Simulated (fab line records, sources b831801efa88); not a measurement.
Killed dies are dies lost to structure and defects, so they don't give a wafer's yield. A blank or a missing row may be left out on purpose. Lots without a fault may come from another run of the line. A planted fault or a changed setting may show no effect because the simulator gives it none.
Which tool did it? | flow gf180mcu | 24 lots, 72 wafers sampled, at 6 steps of a route of 602

WHAT THE GAUGES READ, wafer by wafer
GF_HV_LDD_TW_MEAS_50. Usual: HV_LDD_4_TW 573, standard deviation 7.5.
lot  | measured     | on            | HV_LDD_4_TW | flag
L074 | day 12 05:25 | film_metro-02 | 562 562 564 |
L075 | day 12 19:15 | film_metro-03 | 565 563 565 |
L076 | day 13 00:54 | film_metro-04 | 577 579 578 |
L077 | day 13 09:13 | film_metro-04 | 581 577 578 |
L078 | day 13 22:46 | film_metro-03 | 570 568 572 |
L079 | day 14 08:37 | film_metro-03 | 571 568 569 |
L080 | day 14 13:37 | film_metro-02 | 559 562 561 |
L081 | day 14 20:41 | film_metro-04 | 583 580 580 |
L082 | day 15 03:27 | film_metro-04 | 580 579 579 |
L083 | day 15 07:10 | film_metro-02 | 565 565 563 |
L084 | day 15 12:29 | film_metro-03 | 569 571 567 |
L085 | day 16 00:37 | film_metro-03 | 569 570 570 |
L086 | day 16 09:01 | film_metro-04 | 577 578 578 |
L087 | day 16 17:40 | film_metro-02 | 561 562 560 |
L088 | day 17 00:18 | film_metro-04 | 581 581 582 |
L089 | day 17 08:16 | film_metro-03 | 569 568 569 |
L090 | day 17 17:23 | film_metro-04 | 580 582 579 |
L091 | day 17 23:52 | film_metro-03 | 567 569 568 |
L092 | day 18 05:20 | film_metro-04 | 579 578 576 |
L093 | day 18 17:13 | film_metro-04 | 578 578 580 |
L094 | day 19 02:42 | film_metro-04 | 583 581 578 |
L095 | day 19 09:33 | film_metro-02 | 563 561 564 |
L096 | day 19 16:55 | film_metro-04 | 581 585 580 |
L097 | day 20 03:27 | film_metro-03 | 572 573 570 |

GF_PSD_TW_MEAS_11. Usual: PSD_TW 3209, standard deviation 38.
lot  | measured     | on            | PSD_TW         | flag
L074 | day 14 00:41 | film_metro-04 | 3245 3229 3254 |
L075 | day 14 15:30 | film_metro-04 | 3237 3237 3238 |
L076 | day 14 21:22 | film_metro-04 | 3233 3259 3243 |
L077 | day 15 07:46 | film_metro-02 | 3151 3156 3152 |
L078 | day 15 19:26 | film_metro-01 | 3217 3224 3232 |
L079 | day 16 10:13 | film_metro-04 | 3235 3220 3233 |
L080 | day 16 12:31 | film_metro-01 | 3188 3188 3199 |
L081 | day 16 20:19 | film_metro-04 | 3246 3249 3244 |
L082 | day 17 04:08 | film_metro-02 | 3160 3153 3176 |
L083 | day 17 07:59 | film_metro-04 | 3255 3251 3247 |
L084 | day 17 13:03 | film_metro-01 | 3220 3211 3199 |
L085 | day 18 00:57 | film_metro-02 | 3147 3121 3135 |
L086 | day 18 10:08 | film_metro-04 | 3213 3213 3238 |
L087 | day 18 18:52 | film_metro-02 | 3126 3150 3143 |
L088 | day 19 01:08 | film_metro-02 | 3130 3129 3130 |
L089 | day 19 11:49 | film_metro-01 | 3211 3215 3198 |
L090 | day 19 20:22 | film_metro-01 | 3218 3206 3212 |
L091 | day 20 02:13 | film_metro-01 | 3241 3219 3225 |
L092 | day 20 09:12 | film_metro-01 | 3216 3236 3234 |
L093 | day 20 21:13 | film_metro-04 | 3216 3233 3229 |
L094 | day 21 06:29 | film_metro-01 | 3213 3207 3204 |
L095 | day 21 13:05 | film_metro-01 | 3241 3215 3226 |
L096 | day 21 20:32 | film_metro-01 | 3216 3218 3208 |
L097 | day 22 07:27 | film_metro-04 | 3252 3250 3260 |

GF_CONTACT_THK_MEAS_03. Usual: CONTACT_CVD_02_THK 857 nm, standard deviation 11.
lot  | measured     | on            | CONTACT_CVD_02_THK (nm) | flag
L074 | day 14 22:28 | film_metro-03 | 846 859 868             |
L075 | day 15 14:21 | film_metro-03 | 856 860 856             |
L076 | day 15 19:36 | film_metro-02 | 848 857 865             |
L077 | day 16 07:30 | film_metro-02 | 864 844 856             |
L078 | day 16 19:08 | film_metro-04 | 851 855 869             |
L079 | day 17 10:47 | film_metro-04 | 855 861 854             |
L080 | day 17 13:53 | film_metro-03 | 829 844 871             |
L081 | day 17 20:42 | film_metro-04 | 854 856 871             |
L082 | day 18 02:57 | film_metro-03 | 834 842 846             |
L083 | day 18 08:00 | film_metro-04 | 839 867 865             |
L084 | day 18 13:15 | film_metro-03 | 872 863 879             |
L085 | day 19 01:41 | film_metro-03 | 848 856 854             |
L086 | day 19 12:19 | film_metro-04 | 851 857 851             |
L087 | day 19 19:34 | film_metro-02 | 853 860 868             |
L088 | day 20 02:58 | film_metro-03 | 839 849 860             |
L089 | day 20 13:21 | film_metro-02 | 847 843 863             |
L090 | day 20 22:11 | film_metro-02 | 849 855 866             |
L091 | day 21 03:50 | film_metro-03 | 855 863 870             |
L092 | day 21 10:56 | film_metro-04 | 857 882 861             |
L093 | day 21 21:55 | film_metro-02 | 851 848 865             |
L094 | day 22 07:37 | film_metro-02 | 854 856 869             |
L095 | day 22 14:06 | film_metro-04 | 849 860 867             |
L096 | day 22 21:21 | film_metro-03 | 849 875 868             |
L097 | day 23 08:26 | film_metro-03 | 865 861 875             |

GF_CONTACT_BOW_MEAS_05. Usual: CONTACT_BOW 65 um, standard deviation 6.8.
lot  | measured     | on            | CONTACT_BOW (um) | flag
L074 | day 14 22:50 | film_metro-04 | 63 68 53         |
L075 | day 15 14:43 | film_metro-04 | 66 61 60         |
L076 | day 15 19:58 | film_metro-04 | 79 63 69         |
L077 | day 16 07:52 | film_metro-02 | 62 66 63         |
L078 | day 16 19:40 | film_metro-02 | 75 59 66         |
L079 | day 17 18:22 | film_metro-02 | 71 60 63         |
L080 | day 17 18:40 | film_metro-03 | 70 73 57         |
L081 | day 17 21:17 | film_metro-02 | 58 58 58         |
L082 | day 18 03:19 | film_metro-02 | 74 80 57         |
L083 | day 18 08:23 | film_metro-02 | 72 65 64         |
L084 | day 18 13:37 | film_metro-02 | 66 80 64         |
L085 | day 19 02:04 | film_metro-02 | 70 71 67         |
L086 | day 19 12:42 | film_metro-04 | 72 68 63         |
L087 | day 19 19:55 | film_metro-03 | 62 59 57         |
L088 | day 20 03:20 | film_metro-03 | 64 70 58         |
L089 | day 20 13:43 | film_metro-04 | 68 59 72         |
L090 | day 20 22:33 | film_metro-03 | 63 73 58         |
L091 | day 21 04:12 | film_metro-03 | 66 68 72         |
L092 | day 21 11:18 | film_metro-03 | 63 73 68         |
L093 | day 21 22:17 | film_metro-02 | 73 65 64         |
L094 | day 22 08:04 | film_metro-03 | 63 49 60         |
L095 | day 22 14:28 | film_metro-03 | 73 61 61         |
L096 | day 22 21:44 | film_metro-02 | 62 75 67         |
L097 | day 23 08:49 | film_metro-02 | 69 65 74         |

GF_M1_OVL_MEAS_15. Usual: M1_OVL 1 nm, standard deviation 5.8.
lot  | measured     | on         | M1_OVL (nm) | flag
L074 | day 16 20:23 | overlay-02 | -5 -6 -11   |
L075 | day 17 14:01 | overlay-01 | 11 7 0      |
L076 | day 17 18:25 | overlay-02 | 0 6 3       |
L077 | day 18 14:01 | overlay-02 | 8 4 0       |
L078 | day 18 19:04 | overlay-01 | 8 4 0       |
L079 | day 19 18:40 | overlay-01 | 8 2 -1      |
L080 | day 19 19:31 | overlay-01 | -5 -6 -12   |
L081 | day 19 23:20 | overlay-02 | 3 -2 2      |
L082 | day 20 04:13 | overlay-02 | -7 -10 -7   |
L083 | day 20 10:29 | overlay-01 | 1 -2 -1     |
L084 | day 20 14:49 | overlay-02 | -8 -8 -4    |
L085 | day 21 04:25 | overlay-02 | -1 -2 1     |
L086 | day 21 14:59 | overlay-02 | 8 -5 2      |
L087 | day 21 21:10 | overlay-02 | 2 -3 -1     |
L088 | day 22 04:40 | overlay-02 | 10 -1 4     |
L089 | day 22 14:04 | overlay-01 | 3 3 0       |
L090 | day 22 23:40 | overlay-01 | 2 0 -3      |
L091 | day 23 05:10 | overlay-01 | 10 6 -1     |
L092 | day 23 10:41 | overlay-02 | 5 -3 2      |
L093 | day 23 21:31 | overlay-01 | -7 -6 0     |
L094 | day 24 07:47 | overlay-02 | 6 5 2       |
L095 | day 24 13:49 | overlay-02 | 7 7 8       |
L096 | day 24 19:11 | overlay-02 | 10 6 7      |
L097 | day 25 06:41 | overlay-02 | 1 2 5       |

WHICH TOOL RAN EACH LOT (tool, then ch and the chambers of the sampled wafers, then the start)
lot  | GF_STI_CMP_25
L074 | cmp-01 ch 0,2,3, day 2 03:44
L075 | cmp-02 ch 2,3, day 2 09:45
L076 | cmp-01 ch 0,2,3, day 2 14:11
L077 | cmp-02 ch 0,2,3, day 2 18:29
L078 | cmp-01 ch 0,2,3, day 3 01:19
L079 | cmp-01 ch 0,3, day 3 06:05
L080 | cmp-02 ch 0,2, day 3 09:57
L081 | cmp-01 ch 0,3, day 3 18:32
L082 | cmp-02 ch 0,1,2, day 3 20:47
L083 | cmp-01 ch 0,1,2, day 4 01:11
L084 | cmp-02 ch 1,2, day 4 06:43
L085 | cmp-01 ch 0,1, day 4 13:34
L086 | cmp-01 ch 1,2, day 4 16:59
L087 | cmp-02 ch 1,2,3, day 4 23:32
L088 | cmp-02 ch 1,2, day 5 03:27
L089 | cmp-01 ch 0,2,3, day 5 08:19
L090 | cmp-01 ch 0,1,2, day 5 14:01
L091 | cmp-02 ch 1,2,3, day 5 19:10
L092 | cmp-02 ch 0,1,2, day 6 00:35
L093 | cmp-01 ch 0,1,2, day 6 05:39
L094 | cmp-02 ch 1,3, day 6 10:31
L095 | cmp-01 ch 0,1, day 6 16:10
L096 | cmp-02 ch 1,2,3, day 6 20:51
L097 | cmp-02 ch 0,1,2, day 7 03:50
- GF_STI_CMP_25: polishes, stops on Si3N4, t overpolish 33 s, target thk 524.6 nm.

WHAT THE TOOLS THEMSELVES READ (means of the sampled wafers that have a number; where no wafer has one, the mark that the record gives instead)
GF_STI_CMP_25. Usual: motor_current_A 11.6 A, standard deviation 1.1; overpolish_run_s 32.999 s, standard deviation 0.0089; retaining_ring_pressure_frac 1.000, standard deviation 0.005; time_to_endpoint_s 126 s, standard deviation 4.5.
lot  | tool   | motor_current_A (A) | overpolish_run_s (s) | retaining_ring_pressure_frac | time_to_endpoint_s (s) | flag
L074 | cmp-01 | 11.9                | 33.000               | 0.998                        | 130                    |
L075 | cmp-02 | 11.5                | 33.005               | 1.001                        | 121                    |
L076 | cmp-01 | 11.5                | 32.994               | 1.002                        | 125                    |
L077 | cmp-02 | 12.3                | 33.006               | 0.996                        | 125                    |
L078 | cmp-01 | 11.6                | 33.006               | 1.004                        | 128                    |
L079 | cmp-01 | 11.2                | 33.000               | 1.002                        | 132                    |
L080 | cmp-02 | 12.3                | 33.001               | 1.006                        | 125                    |
L081 | cmp-01 | 11.2                | 32.996               | 0.998                        | 128                    |
L082 | cmp-02 | 12.3                | 33.015               | 0.997                        | 127                    |
L083 | cmp-01 | 11.4                | 32.996               | 0.997                        | 124                    |
L084 | cmp-02 | 11.5                | 32.997               | 1.005                        | 127                    |
L085 | cmp-01 | 10.5                | 33.002               | 1.001                        | 131                    |
L086 | cmp-01 | 12.4                | 32.995               | 0.998                        | 128                    |
L087 | cmp-02 | 11.7                | 33.001               | 1.004                        | 124                    |
L088 | cmp-02 | 11.4                | 32.986               | 1.000                        | 128                    |
L089 | cmp-01 | 11.9                | 32.997               | 0.995                        | 123                    |
L090 | cmp-01 | 11.3                | 33.003               | 1.000                        | 131                    |
L091 | cmp-02 | 11.5                | 33.005               | 0.999                        | 125                    |
L092 | cmp-02 | 12.1                | 32.989               | 1.001                        | 128                    |
L093 | cmp-01 | 11.0                | 33.000               | 0.998                        | 128                    |
L094 | cmp-02 | 12.5                | 33.005               | 1.000                        | 127                    |
L095 | cmp-01 | 10.9                | 32.996               | 0.997                        | 130                    |
L096 | cmp-02 | 11.5                | 33.001               | 1.001                        | 125                    |
L097 | cmp-02 | 11.9                | 32.989               | 0.998                        | 125                    |

THE ANSWER, worked out from the rows above alone
Rule: a lot is off if the mean of its wafers that have a number lies more than 3 standard deviations from the usual mean. A lot without any number at a reading at which 4 lots or more have one is off too. The other lots that the step has rows for count as sound. The gauges are gone through in route order, then the tools' own readings, and for those a lot's mean is taken as printed above. The first step at which some lot is off is used, and at that step the reading that is off furthest; a lot without a number counts as furthest.
No lot is off at any reading shown: from this, nothing can be told.

WHAT THE SIMULATOR HAD PUT IN
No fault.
